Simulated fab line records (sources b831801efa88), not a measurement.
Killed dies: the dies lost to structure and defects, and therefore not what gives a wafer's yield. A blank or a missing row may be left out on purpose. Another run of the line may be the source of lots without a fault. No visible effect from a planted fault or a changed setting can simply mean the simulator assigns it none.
The tool behind it: which one?	flow gf180mcu	14 lots with 40 wafers sampled at 5 steps, on a route of 602 steps

== WHAT THE GAUGES SHOWED, per wafer ==
GF_SAB_THK_MEAS_01. Usual: SAB_CVD_00_THK typically reads 49.7 nm, with standard deviation 0.71.
lot	measured	on	SAB_CVD_00_THK (nm)	flag
L626	day 14 12:44	film-metro-04	48.9 49.1 49.3	
L627	day 14 22:01	film-metro-03	49.4 50.2 50.6	
L628	day 15 00:34	film-metro-04	49.9 50.2 49.8	
L630	day 15 12:14	film-metro-03	49.3 50.3 50.0	
L631	day 16 04:11	film-metro-04	49.0 49.1 49.8	
L632	day 16 07:57	film-metro-04	49.0 49.3 49.6	
L634	day 17 08:02	film-metro-04	49.7 50.3 49.9	
L640	day 19 22:15	film-metro-03	50.1 51.1	
L641	day 20 01:58	film-metro-04	49.9 50.3	
L644	day 20 15:11	film-metro-04	49.9 49.5 50.1	
L643	day 20 19:50	film-metro-04	47.9 48.8 48.3	
L645	day 20 23:41	film-metro-03	50.1 50.3 50.7	
L647	day 21 14:28	film-metro-01	49.5 50.4 49.9	
L649	day 22 00:56	film-metro-04	49.3 50.2 49.8	

GF_SALICIDE_RS_MEAS_04: uses a four-point probe to measure. Usual: SALICIDE_TIN_RS typically reads 16.4 ohm/sq, with standard deviation 0.37.
lot	measured	on	SALICIDE_TIN_RS (ohm/sq)	flag
L626	day 15 09:53	film-metro-03	16.1 15.8 16.5	
L627	day 15 19:17	film-metro-04	17.0 16.1 15.9	
L628	day 15 22:43	film-metro-03	15.6 16.4 16.1	
L630	day 16 10:29	film-metro-02	16.2 16.9 16.2	
L631	day 17 02:28	film-metro-02	16.7 16.8 16.8	
L632	day 17 06:46	film-metro-02	16.9 16.7 16.7	
L634	day 18 06:53	film-metro-04	16.2 16.3 16.8	
L640	day 20 22:00	film-metro-04	16.0 23.6	OFF
L641	day 21 02:11	film-metro-03	23.2 22.0	OFF
L644	day 21 15:28	film-metro-03	17.2 16.8 16.8	
L643	day 21 19:58	film-metro-04	22.7 16.7 16.4	OFF
L645	day 21 23:53	film-metro-04	16.6 16.8 16.6	
L647	day 22 14:15	film-metro-02	16.8 16.7 16.7	
L649	day 23 00:53	film-metro-03	16.8 16.0 16.8	

GF_CONTACT_BOW_MEAS_05. Usual: CONTACT_BOW typically reads 66 um, with standard deviation 7.2.
lot	measured	on	CONTACT_BOW (um)	flag
L626	day 15 10:53	film-metro-04	69 65 67	
L627	day 15 20:18	film-metro-04	68 68 87	
L628	day 15 23:55	film-metro-01	66 61 60	
L630	day 16 11:30	film-metro-01	74 70 76	
L631	day 17 03:28	film-metro-04	72 62 56	
L632	day 17 07:46	film-metro-04	55 70 60	
L634	day 18 07:59	film-metro-01	67 64 70	
L640	day 20 23:01	film-metro-02	66 73	
L641	day 21 03:14	film-metro-01	69 73	
L644	day 21 16:28	film-metro-04	70 74 67	
L643	day 21 21:00	film-metro-02	68 71 78	
L645	day 22 00:56	film-metro-01	61 69 74	
L647	day 22 15:16	film-metro-04	74 83 69	
L649	day 23 01:53	film-metro-04	65 69 65	

== WHAT TOOL EACH LOT RAN ON (gives the tool, then ch and the chambers of the sampled wafers, and finally the start) ==
lot	GF_SALICIDE_SPUTTER_02	GF_SALICIDE_SPUTTER_03
L626	pvd-sputter-01, day 15 09:50	pvd-sputter-01, day 15 09:52
L627	pvd-sputter-04, day 15 19:14	pvd-sputter-04, day 15 19:16
L628	pvd-sputter-01, day 15 22:37	pvd-sputter-01, day 15 22:39
L630	pvd-sputter-04, day 16 10:23	pvd-sputter-04, day 16 10:25
L631	pvd-sputter-02, day 17 02:22	pvd-sputter-02, day 17 02:23
L632	pvd-sputter-02, day 17 06:43	pvd-sputter-02, day 17 06:44
L634	pvd-sputter-04, day 18 06:49	pvd-sputter-04, day 18 06:50
L640	pvd-sputter-04, day 20 21:56	pvd-sputter-04, day 20 21:58
L641	pvd-sputter-04, day 21 02:08	pvd-sputter-04, day 21 02:10
L644	pvd-sputter-01, day 21 15:25	pvd-sputter-01, day 21 15:26
L643	pvd-sputter-04, day 21 19:55	pvd-sputter-04, day 21 19:56
L645	pvd-sputter-02, day 21 23:50	pvd-sputter-02, day 21 23:52
L647	pvd-sputter-01, day 22 14:11	pvd-sputter-01, day 22 14:13
L649	pvd-sputter-01, day 23 00:47	pvd-sputter-01, day 23 00:49
- GF_SALICIDE_SPUTTER_02: material Co, target thk 10 nm, time 20 s.
- GF_SALICIDE_SPUTTER_03: material TiN, target thk 20 nm, time 16.7 s.

== WHAT THE TOOLS THEMSELVES READ (means of the sampled wafers that have a number; where no wafer has one, the mark that the record gives instead) ==
GF_SALICIDE_SPUTTER_02. Usual: cathode-dc-power-W 1000.0 W, standard deviation 0.18; throttle-valve-pct 29.5 %, standard deviation 1.4.
lot	tool	cathode-dc-power-W (W)	throttle-valve-pct (%)	flag
L626	pvd-sputter-01	1000.0	30.4	
L627	pvd-sputter-04	1000.0	29.0	
L628	pvd-sputter-01	1000.0	28.4	
L630	pvd-sputter-04	999.8	28.0	
L631	pvd-sputter-02	1000.1	29.5	
L632	pvd-sputter-02	999.9	30.3	
L634	pvd-sputter-04	999.9	29.0	
L640	pvd-sputter-04	1000.0	28.1	
L641	pvd-sputter-04	1000.2	28.2	
L644	pvd-sputter-01	1000.0	29.6	
L643	pvd-sputter-04	1000.2	28.3	
L645	pvd-sputter-02	1000.0	29.5	
L647	pvd-sputter-01	1000.1	30.7	
L649	pvd-sputter-01	999.9	30.4	

GF_SALICIDE_SPUTTER_03. Usual: cathode-dc-power-W 6499.7 W, standard deviation 1.2; throttle-valve-pct 29.6 %, standard deviation 1.4.
lot	tool	cathode-dc-power-W (W)	throttle-valve-pct (%)	flag
L626	pvd-sputter-01	6500.5	30.4	
L627	pvd-sputter-04	6500.2	29.1	
L628	pvd-sputter-01	6500.7	28.6	
L630	pvd-sputter-04	6499.3	28.0	
L631	pvd-sputter-02	6499.1	29.4	
L632	pvd-sputter-02	6499.4	30.4	
L634	pvd-sputter-04	6499.8	29.1	
L640	pvd-sputter-04	6500.0	28.2	
L641	pvd-sputter-04	6499.8	28.3	
L644	pvd-sputter-01	6499.7	29.5	
L643	pvd-sputter-04	6500.6	28.6	
L645	pvd-sputter-02	6498.7	29.8	
L647	pvd-sputter-01	6499.7	30.7	
L649	pvd-sputter-01	6498.4	30.3	

== THE ANSWER, worked out from the rows above alone ==
Rule: lot off if the mean of its wafers having a number is beyond 3 standard deviations from the usual mean. Also off: a lot with no number at a reading for which 4 or more lots have one. The other lots that the step has rows for count as sound. After the gauges, taken in route order, come the tools' own readings; for these a lot's mean is taken, as printed above. At the first step where some lot is off, the reading lying furthest off is the one used; lots without a number count as furthest.
Off: L640, L641, L643, seen at GF_SALICIDE_RS_MEAS_04 (SALICIDE_TIN_RS).
A tool fits if, at a process step before that reading, it ran every lot that is off, and no sound lot after the first of them. Gauges at GF_SALICIDE_RS_MEAS_04: tried the same way as those tools. One fits: GF_SALICIDE_SPUTTER_02 and GF_SALICIDE_SPUTTER_03 on pvd-sputter-04. At GF_SALICIDE_SPUTTER_02 its last sound lot is L634 (day 18 06:49), its first lot that is off L640 (day 20 21:56): a fault that began between those two fits.

== WHAT THE SIMULATOR PUT IN ==
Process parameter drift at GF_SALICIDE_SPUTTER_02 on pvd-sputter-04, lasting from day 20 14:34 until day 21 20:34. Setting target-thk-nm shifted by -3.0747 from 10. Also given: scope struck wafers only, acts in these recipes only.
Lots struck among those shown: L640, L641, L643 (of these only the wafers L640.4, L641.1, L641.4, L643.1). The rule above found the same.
